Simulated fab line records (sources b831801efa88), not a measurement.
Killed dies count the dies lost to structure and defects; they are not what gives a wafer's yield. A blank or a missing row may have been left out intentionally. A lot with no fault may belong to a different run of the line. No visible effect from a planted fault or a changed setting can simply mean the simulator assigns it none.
Struck lot and sound lot, side by side + flow sky130 + 15 steps out of a route of 708
Sound: the wafers L655.1, L655.4, L655.5. Wafers struck: L661.4, L661.5, L661.6. Last of all comes the cause.
Per side, at each step with rows, come the tool, then ch with its chambers, and then its first start. Under that, the readings that differ: sound wafers + struck wafers + difference of the means + sigmas: that difference in standard deviations of wafers without a fault.
alike: words and numbers the same on both sides, and readings whose means are apart by under 2 such deviations; not compared: readings that were withheld, readings missing a value for some wafer, numbers with overlapping values and no deviation given by the record, and bounds like >300 which may hide the same value.
Wherever a step has rows on one side only, a row that says differs or no value, or a row with sigmas, the two part there. Numbers that don't overlap but have no deviation are shown without sigmas and don't part them. A reading that every wafer of one side lacks parts them only if that side has two wafers or more.

first, 2 steps without rows for these wafers: SKY_DNWELL_DEVELOP_06 (develop time 60 s); SKY_DNWELL_IMPLANT_07.
SKY_DNWELL_STRIP_08: strips in O2/N2.
  sound on plasmaAsher-03 ch 0,1, day 6 07:07; struck on plasmaAsher-04 ch 0,1, day 7 16:15
  alike: drypumpMotorCurrentA, oesProductAu, stripTimeToEndpointS
  not compared: rfHoursCounterH
SKY_DNWELL_TW_MEAS_09:
  sound on filmMetro-03 at day 6 07:13; struck on filmMetro-04 at day 7 16:21
| reading   | sound          | struck         | difference | sigmas |
|-----------|----------------|----------------|------------|--------|
| DNWELL_TW | 1137 1133 1141 | 1117 1119 1118 | -19        | -2     |
then, 7 steps without rows for these wafers: SKY_PWDE_DEHYDRATE_00 (time 60 s); SKY_PWDE_HMDS_01 (prime time 60 s); SKY_PWDE_COAT_02 (resist thk 3000 nm); SKY_PWDE_SOFTBAKE_03; SKY_PWDE_EXPOSE_04 (exposes mask PWDEM, target cd 840 nm); SKY_PWDE_PEB_05; SKY_PWDE_DEVELOP_06 (develop time 60 s).
SKY_PWDE_OVL_MEAS_07:
  sound on overlay-01 at day 7 00:22; struck on overlay-02 at day 8 11:51
  alike: PWDE_OVL
SKY_PWDE_IMPLANT_08:
  sound on implanter-03 ch 0, day 7 00:24; struck on implanter-03 ch 0, day 8 11:56
| reading                  | sound                | struck               | difference | sigmas |
|--------------------------|----------------------|----------------------|------------|--------|
| beamEnergyKeV            | 149.96 150.07 149.98 | 147.69 147.65 147.68 | -2.33      | -50    |
| model.implant.drpNm (nm) | 97.97 97.97 97.97    | 97.36 97.36 97.36    | -0.61      |        |
  alike: faradayCurrentUA
SKY_PWDE_STRIP_09: strips in O2/N2.
  sound on plasmaAsher-01 ch 0,1, day 7 00:33; struck on plasmaAsher-03 ch 0,1, day 8 12:03
  alike: drypumpMotorCurrentA, oesProductAu, stripTimeToEndpointS
  not compared: rfHoursCounterH
-- the record jumps here: 42 days lie between the struck wafers' starts before and after (it left off in module PWDE and takes up again in module PAD_OPEN, whose first step shown is number 708 of the route) --
SKY_PAD_OPEN_PROBE_99:
  sound on prober-01 at day 49 06:23; struck on prober-01 at day 50 07:35
  alike: killed_at_M0_to_M3, killed_at_M4_up, killedAtContacts, killedAtFrontEnd, killedAtOther, killedDies, killedOpen, killedShort

WHERE THEY PART
Last at SKY_PWDE_IMPLANT_08 as far as this record goes, first at SKY_DNWELL_TW_MEAS_09. Later steps at which nothing parts them and some readings are alike: SKY_PWDE_STRIP_09, SKY_PAD_OPEN_PROBE_99.

WHY: what the simulator had put in
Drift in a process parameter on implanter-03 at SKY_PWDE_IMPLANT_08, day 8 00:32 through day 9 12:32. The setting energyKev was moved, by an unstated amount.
